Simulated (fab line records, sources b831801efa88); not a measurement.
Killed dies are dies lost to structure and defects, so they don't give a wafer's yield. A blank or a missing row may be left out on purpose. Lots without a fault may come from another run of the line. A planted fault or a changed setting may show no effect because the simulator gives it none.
Which tool did it? | flow sky130 | 12 lots, 36 wafers sampled, at 5 steps of a route of 708

WHAT THE GAUGES READ, wafer by wafer
SKY_GATE_OXIDE_OVL_MEAS_10. Usual: GATE_OXIDE_OVL -0.2 nm, standard deviation 1.3.
lot  | measured     | on         | GATE_OXIDE_OVL (nm) | flag
L816 | day 14 12:09 | overlay-02 | -2.1 -0.6 0.9       |
L817 | day 14 16:30 | overlay-01 | 1.9 1.4 -0.9        |
L818 | day 15 08:37 | overlay-01 | 1.1 0.4 1.0         |
L819 | day 15 08:19 | overlay-01 | 1.3 1.6 0.9         |
L821 | day 16 00:41 | overlay-01 | -2.2 -0.6 -2.3      |
L822 | day 16 09:07 | overlay-02 | -1.0 -0.6 -1.4      |
L823 | day 16 13:13 | overlay-02 | -0.1 -0.2 -2.2      |
L824 | day 17 00:25 | overlay-01 | 1.6 0.5 0.6         |
L825 | day 17 15:50 | overlay-02 | 1.0 1.5 1.0         |
L835 | day 20 23:58 | overlay-01 | -0.7 0.5 0.1        |
L836 | day 21 01:48 | overlay-01 | 2.2 1.2 1.7         |
L838 | day 21 19:50 | overlay-02 | -1.7 -2.9 0.1       |

SKY_RES_PROTECT_TW_MEAS_08. Usual: POLY_GATE_TW 4006, standard deviation 30.
lot  | measured     | on            | POLY_GATE_TW   | flag
L816 | day 15 18:52 | film_metro-03 | 4062 4049 4046 |
L817 | day 16 01:49 | film_metro-01 | 4009 3995 4038 |
L818 | day 16 16:30 | film_metro-02 | 3967 3976 4000 |
L819 | day 16 15:41 | film_metro-02 | 3974 3999 3972 |
L821 | day 17 07:45 | film_metro-03 | 4032 4056 4053 |
L822 | day 17 17:52 | film_metro-01 | 3981 3979 3987 |
L823 | day 17 20:52 | film_metro-03 | 4068 4043 4030 |
L824 | day 18 09:25 | film_metro-03 | 4011 3994 4027 |
L825 | day 19 03:34 | film_metro-03 | 4030 4025 4031 |
L835 | day 22 09:13 | film_metro-01 | 3982 3977 3974 |
L836 | day 22 11:31 | film_metro-01 | 3997 3982 3946 |
L838 | day 23 06:42 | film_metro-01 | 4004 3960 3983 |

WHICH TOOL RAN EACH LOT (tool, then ch and the chambers of the sampled wafers, then the start)
lot  | SKY_VT_ADJUST_LVTN_COAT_02        | SKY_VT_ADJUST_LVTN_STRIP_09          | SKY_SONOS_ONO_ETCH_15
L816 | litho_track-02 ch 0, day 6 23:29  | plasma_asher-01 ch 0,1, day 7 10:39  | rie_diel-04 ch 0,1,2, day 13 09:22
L817 | litho_track-03 ch 0, day 7 00:51  | plasma_asher-01 ch 0,1, day 7 11:57  | rie_diel-01 ch 0,3, day 13 10:33
L818 | litho_track-04 ch 0, day 7 14:58  | plasma_asher-02 ch 0,1, day 8 01:05  | rie_diel-03 ch 2,3, day 14 04:40
L819 | litho_track-02 ch 0, day 7 15:26  | plasma_asher-03 ch 0,1, day 8 01:28  | rie_diel-01 ch 1,2, day 14 04:34
L821 | litho_track-04 ch 0, day 8 02:37  | plasma_asher-02 ch 0,1, day 8 13:08  | rie_diel-01 ch 0,2,3, day 14 17:46
L822 | litho_track-04 ch 0, day 8 10:35  | plasma_asher-03 ch 1, day 8 20:56    | rie_diel-04 ch 1,2, day 15 03:13
L823 | litho_track-04 ch 0, day 8 14:02  | plasma_asher-02 ch 0,1, day 9 00:56  | rie_diel-01 ch 0,1,3, day 15 07:52
L824 | litho_track-04 ch 0, day 8 22:01  | plasma_asher-03 ch 0,1, day 9 10:06  | rie_diel-01 ch 0,2,3, day 15 17:22
L825 | litho_track-04 ch 0, day 9 06:53  | plasma_asher-02 ch 0,1, day 9 18:06  | rie_diel-04 ch 0,3, day 16 06:22
L835 | litho_track-04 ch 0, day 12 01:17 | plasma_asher-02 ch 0,1, day 12 13:57 | rie_diel-04 ch 0,2, day 19 15:43
L836 | litho_track-02 ch 0, day 12 03:42 | plasma_asher-02 ch 0, day 12 16:32   | rie_diel-01 ch 0,1,3, day 19 17:28
L838 | litho_track-03 ch 0, day 12 17:09 | plasma_asher-01 ch 0,1, day 13 06:08 | rie_diel-04 ch 1,2,3, day 20 12:04
- SKY_VT_ADJUST_LVTN_COAT_02: resist thk 3000 nm.
- SKY_VT_ADJUST_LVTN_STRIP_09: strips in O2/N2.
- SKY_SONOS_ONO_ETCH_15: etches the open film in CHF3/O2, target depth 19.52 nm, time 7.8 s.

WHAT THE TOOLS THEMSELVES READ (means of the sampled wafers that have a number; where no wafer has one, the mark that the record gives instead)
SKY_VT_ADJUST_LVTN_COAT_02. Usual: resist_line_temp_C 22.98 C, standard deviation 0.11.
lot  | tool           | resist_line_temp_C (C) | flag
L816 | litho_track-02 | 23.03                  |
L817 | litho_track-03 | 22.91                  |
L818 | litho_track-04 | 23.24                  |
L819 | litho_track-02 | 23.12                  |
L821 | litho_track-04 | 23.03                  |
L822 | litho_track-04 | 23.00                  |
L823 | litho_track-04 | 22.88                  |
L824 | litho_track-04 | 23.01                  |
L825 | litho_track-04 | 22.94                  |
L835 | litho_track-04 | 23.09                  |
L836 | litho_track-02 | 22.96                  |
L838 | litho_track-03 | 23.05                  |

SKY_VT_ADJUST_LVTN_STRIP_09. Usual: chamber_pressure_mTorr 1499.8 mTorr, standard deviation 1.4; drypump_motor_current_A 6.01 A, standard deviation 0.29; oes_product_au 0.723 a.u., standard deviation 0.0052; strip_time_to_endpoint_s 36.97 s, standard deviation 0.11.
lot  | tool            | chamber_pressure_mTorr (mTorr) | drypump_motor_current_A (A) | oes_product_au (a.u.) | strip_time_to_endpoint_s (s) | flag
L816 | plasma_asher-01 | 1500.5                         | 6.31                        | 0.724                 | 37.01                        |
L817 | plasma_asher-01 | 1501.9                         | 6.50                        | 0.722                 | 36.81                        |
L818 | plasma_asher-02 | 1499.0                         | 5.97                        | 0.722                 | 36.92                        |
L819 | plasma_asher-03 | 1499.4                         | 5.78                        | 0.722                 | 36.95                        |
L821 | plasma_asher-02 | 1500.1                         | 5.87                        | 0.722                 | 36.85                        |
L822 | plasma_asher-03 | 1499.7                         | 5.71                        | 0.719                 | 37.02                        |
L823 | plasma_asher-02 | 1499.3                         | 5.88                        | 0.722                 | 32.39                        | OFF
L824 | plasma_asher-03 | 1497.2                         | 5.76                        | 0.723                 | 32.18                        | OFF
L825 | plasma_asher-02 | 1500.1                         | 5.99                        | 0.720                 | 32.26                        | OFF
L835 | plasma_asher-02 | 1498.1                         | 5.98                        | 0.716                 | 37.06                        |
L836 | plasma_asher-02 | 1498.4                         | 5.79                        | 0.724                 | 37.16                        |
L838 | plasma_asher-01 | 1500.3                         | 6.50                        | 0.723                 | 36.88                        |

SKY_SONOS_ONO_ETCH_15. Usual: chamber_pressure_mTorr 40.00 mTorr, standard deviation 0.035; drypump_motor_current_A 5.7 A, standard deviation 0.5; oes_product_au 0.998 a.u., standard deviation 0.01; throttle_valve_pct 8.824 %, standard deviation 0.0094.
lot  | tool        | chamber_pressure_mTorr (mTorr) | drypump_motor_current_A (A) | oes_product_au (a.u.) | throttle_valve_pct (%) | flag
L816 | rie_diel-04 | 39.98                          | 5.6                         | 0.999                 | 8.826                  |
L817 | rie_diel-01 | 40.01                          | 6.2                         | 0.994                 | 8.822                  |
L818 | rie_diel-03 | 39.96                          | 6.1                         | 1.000                 | 8.822                  |
L819 | rie_diel-01 | 40.01                          | 5.6                         | 0.991                 | 8.826                  |
L821 | rie_diel-01 | 40.01                          | 5.8                         | 0.993                 | 8.823                  |
L822 | rie_diel-04 | 39.99                          | 5.8                         | 0.996                 | 8.826                  |
L823 | rie_diel-01 | 40.01                          | 6.2                         | 0.987                 | 8.822                  |
L824 | rie_diel-01 | 40.02                          | 5.8                         | 0.990                 | 8.827                  |
L825 | rie_diel-04 | 40.00                          | 5.1                         | 1.003                 | 8.819                  |
L835 | rie_diel-04 | 40.01                          | 5.4                         | 0.991                 | 8.820                  |
L836 | rie_diel-01 | 40.02                          | 6.2                         | 0.989                 | 8.830                  |
L838 | rie_diel-04 | 40.00                          | 5.7                         | 1.006                 | 8.830                  |

THE ANSWER, worked out from the rows above alone
Rule: a lot is off if the mean of its wafers that have a number lies more than 3 standard deviations from the usual mean. A lot without any number at a reading at which 4 lots or more have one is off too. The other lots that the step has rows for count as sound. The gauges are gone through in route order, then the tools' own readings, and for those a lot's mean is taken as printed above. The first step at which some lot is off is used, and at that step the reading that is off furthest; a lot without a number counts as furthest.
Off: L823, L824, L825, at SKY_VT_ADJUST_LVTN_STRIP_09 (strip_time_to_endpoint_s).
A tool fits if, at that step or a process step before it, it ran every lot that is off, and no sound lot after the first of them. None of those tried fits.

WHAT THE SIMULATOR HAD PUT IN
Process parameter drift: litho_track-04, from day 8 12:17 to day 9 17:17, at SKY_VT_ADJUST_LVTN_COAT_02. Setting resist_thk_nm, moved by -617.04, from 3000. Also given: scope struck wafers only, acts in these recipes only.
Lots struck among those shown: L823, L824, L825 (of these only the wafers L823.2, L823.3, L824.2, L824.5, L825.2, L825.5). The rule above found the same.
